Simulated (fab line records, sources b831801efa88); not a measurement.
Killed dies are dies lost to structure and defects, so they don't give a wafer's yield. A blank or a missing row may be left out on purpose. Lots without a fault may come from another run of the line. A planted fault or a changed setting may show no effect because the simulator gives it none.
Which tool did it? | flow gf180mcu | 12 lots, 36 wafers sampled, at 5 steps of a route of 602

WHAT THE GAUGES READ, wafer by wafer
GF_PASSIVATION_THK_MEAS_01. Usual: PASSIVATION_CVD_00_THK 1002 nm, standard deviation 11.
lot  | measured     | on            | PASSIVATION_CVD_00_THK (nm) | flag
L155 | day 28 01:46 | film_metro-02 | 1003 1002 1010              |
L157 | day 28 13:52 | film_metro-03 | 991 990 1003                |
L161 | day 29 19:29 | film_metro-04 | 983 1017 1019               |
L162 | day 30 05:33 | film_metro-04 | 986 1001 1009               |
L164 | day 30 20:33 | film_metro-04 | 1001 1013 578               | OFF
L165 | day 31 07:54 | film_metro-03 | 582 991 584                 | OFF
L167 | day 31 16:09 | film_metro-03 | 986 1009 1009               |
L172 | day 32 23:50 | film_metro-03 | 1014 1015 1019              |
L175 | day 33 15:14 | film_metro-03 | 994 998 1000                |
L176 | day 33 18:37 | film_metro-04 | 1004 1017 1009              |
L177 | day 34 00:13 | film_metro-02 | 1002 1032 1010              |
L178 | day 34 04:55 | film_metro-04 | 1010 1019 997               |

GF_PASSIVATION_THK_MEAS_03. Usual: PASSIVATION_CVD_02_THK 698 nm, standard deviation 7.9.
lot  | measured     | on            | PASSIVATION_CVD_02_THK (nm) | flag
L155 | day 28 02:07 | film_metro-03 | 706 714 710                 |
L157 | day 28 14:12 | film_metro-04 | 698 694 701                 |
L161 | day 29 19:49 | film_metro-02 | 682 698 697                 |
L162 | day 30 05:53 | film_metro-02 | 685 705 712                 |
L164 | day 30 20:54 | film_metro-03 | 686 706 711                 |
L165 | day 31 08:15 | film_metro-02 | 691 700 708                 |
L167 | day 31 16:30 | film_metro-02 | 689 694 699                 |
L172 | day 33 00:11 | film_metro-03 | 700 709 701                 |
L175 | day 33 15:35 | film_metro-04 | 702 686 705                 |
L176 | day 33 18:58 | film_metro-03 | 701 706 701                 |
L177 | day 34 00:34 | film_metro-03 | 698 705 706                 |
L178 | day 34 05:16 | film_metro-04 | 699 700 697                 |

WHICH TOOL RAN EACH LOT (tool, then ch and the chambers of the sampled wafers, then the start)
lot  | GF_V5_CVD_23                  | GF_TOP_METAL_SPUTTER_04      | GF_PASSIVATION_CVD_00
L155 | cvd_w-01 ch 0,1, day 27 04:09 | pvd_sputter-03, day 27 04:54 | pecvd-04 ch 0,1,2, day 28 01:42
L157 | cvd_w-01 ch 0,1, day 27 16:36 | pvd_sputter-04, day 27 17:23 | pecvd-04 ch 0,2, day 28 13:47
L161 | cvd_w-01 ch 0,1, day 28 23:04 | pvd_sputter-04, day 28 23:51 | pecvd-04 ch 0,1,2, day 29 19:24
L162 | cvd_w-01 ch 0,1, day 29 09:22 | pvd_sputter-03, day 29 10:09 | pecvd-03 ch 0,2, day 30 05:28
L164 | cvd_w-02 ch 0,1, day 30 00:46 | pvd_sputter-04, day 30 01:31 | pecvd-03 ch 1,2, day 30 20:28
L165 | cvd_w-01 ch 1, day 30 11:55   | pvd_sputter-01, day 30 12:42 | pecvd-03 ch 1,2, day 31 07:49
L167 | cvd_w-01 ch 0,1, day 30 21:04 | pvd_sputter-04, day 30 21:52 | pecvd-02 ch 0,1,2, day 31 16:05
L172 | cvd_w-01 ch 0,1, day 32 06:05 | pvd_sputter-01, day 32 06:53 | pecvd-02 ch 0,1,2, day 32 23:45
L175 | cvd_w-02 ch 0,1, day 32 21:32 | pvd_sputter-01, day 32 22:19 | pecvd-02 ch 1,2, day 33 15:10
L176 | cvd_w-01 ch 0,1, day 33 01:19 | pvd_sputter-01, day 33 02:06 | pecvd-04 ch 0,2, day 33 18:31
L177 | cvd_w-01 ch 0,1, day 33 07:22 | pvd_sputter-03, day 33 08:09 | pecvd-04 ch 1,2, day 34 00:08
L178 | cvd_w-02 ch 0,1, day 33 12:06 | pvd_sputter-01, day 33 12:52 | pecvd-03 ch 0,1,2, day 34 04:51
- GF_V5_CVD_23: deposits W, target thk 350 nm, time 104.9 s.
- GF_TOP_METAL_SPUTTER_04: material TiN, target thk 25 nm, time 20.8 s.
- GF_PASSIVATION_CVD_00: deposits SiO2 from TEOS, target thk 1000 nm, time 111.95 s.

WHAT THE TOOLS THEMSELVES READ (means of the sampled wafers that have a number; where no wafer has one, the mark that the record gives instead)
GF_V5_CVD_23. Usual: heater_power_w 835 W, standard deviation 44.
lot  | tool     | heater_power_w (W) | flag
L155 | cvd_w-01 | 822                |
L157 | cvd_w-01 | 798                |
L161 | cvd_w-01 | 796                |
L162 | cvd_w-01 | 799                |
L164 | cvd_w-02 | 892                |
L165 | cvd_w-01 | 846                |
L167 | cvd_w-01 | 787                |
L172 | cvd_w-01 | 832                |
L175 | cvd_w-02 | 883                |
L176 | cvd_w-01 | 830                |
L177 | cvd_w-01 | 801                |
L178 | cvd_w-02 | 896                |

GF_TOP_METAL_SPUTTER_04. Usual: throttle_valve_pct 30.1 %, standard deviation 1.1.
lot  | tool           | throttle_valve_pct (%) | flag
L155 | pvd_sputter-03 | 30.4                   |
L157 | pvd_sputter-04 | 29.3                   |
L161 | pvd_sputter-04 | 28.1                   |
L162 | pvd_sputter-03 | 30.2                   |
L164 | pvd_sputter-04 | 29.3                   |
L165 | pvd_sputter-01 | 30.3                   |
L167 | pvd_sputter-04 | 30.3                   |
L172 | pvd_sputter-01 | 30.7                   |
L175 | pvd_sputter-01 | 30.7                   |
L176 | pvd_sputter-01 | 30.2                   |
L177 | pvd_sputter-03 | 30.7                   |
L178 | pvd_sputter-01 | 30.0                   |

GF_PASSIVATION_CVD_00. Usual: heater_power_w 627 W, standard deviation 130.
lot  | tool     | heater_power_w (W) | flag
L155 | pecvd-04 | 650                |
L157 | pecvd-04 | 831                |
L161 | pecvd-04 | 674                |
L162 | pecvd-03 | 540                |
L164 | pecvd-03 | 535                |
L165 | pecvd-03 | 659                |
L167 | pecvd-02 | 572                |
L172 | pecvd-02 | 529                |
L175 | pecvd-02 | 611                |
L176 | pecvd-04 | 785                |
L177 | pecvd-04 | 756                |
L178 | pecvd-03 | 607                |

THE ANSWER, worked out from the rows above alone
Rule: a lot is off if the mean of its wafers that have a number lies more than 3 standard deviations from the usual mean. A lot without any number at a reading at which 4 lots or more have one is off too. The other lots that the step has rows for count as sound. The gauges are gone through in route order, then the tools' own readings, and for those a lot's mean is taken as printed above. The first step at which some lot is off is used, and at that step the reading that is off furthest; a lot without a number counts as furthest.
Off: L164, L165, at GF_PASSIVATION_THK_MEAS_01 (PASSIVATION_CVD_00_THK).
A tool fits if, at a process step before that reading, it ran every lot that is off, and no sound lot after the first of them. The gauges at GF_PASSIVATION_THK_MEAS_01 are tried like those tools. None of those tried fits.

WHAT THE SIMULATOR HAD PUT IN
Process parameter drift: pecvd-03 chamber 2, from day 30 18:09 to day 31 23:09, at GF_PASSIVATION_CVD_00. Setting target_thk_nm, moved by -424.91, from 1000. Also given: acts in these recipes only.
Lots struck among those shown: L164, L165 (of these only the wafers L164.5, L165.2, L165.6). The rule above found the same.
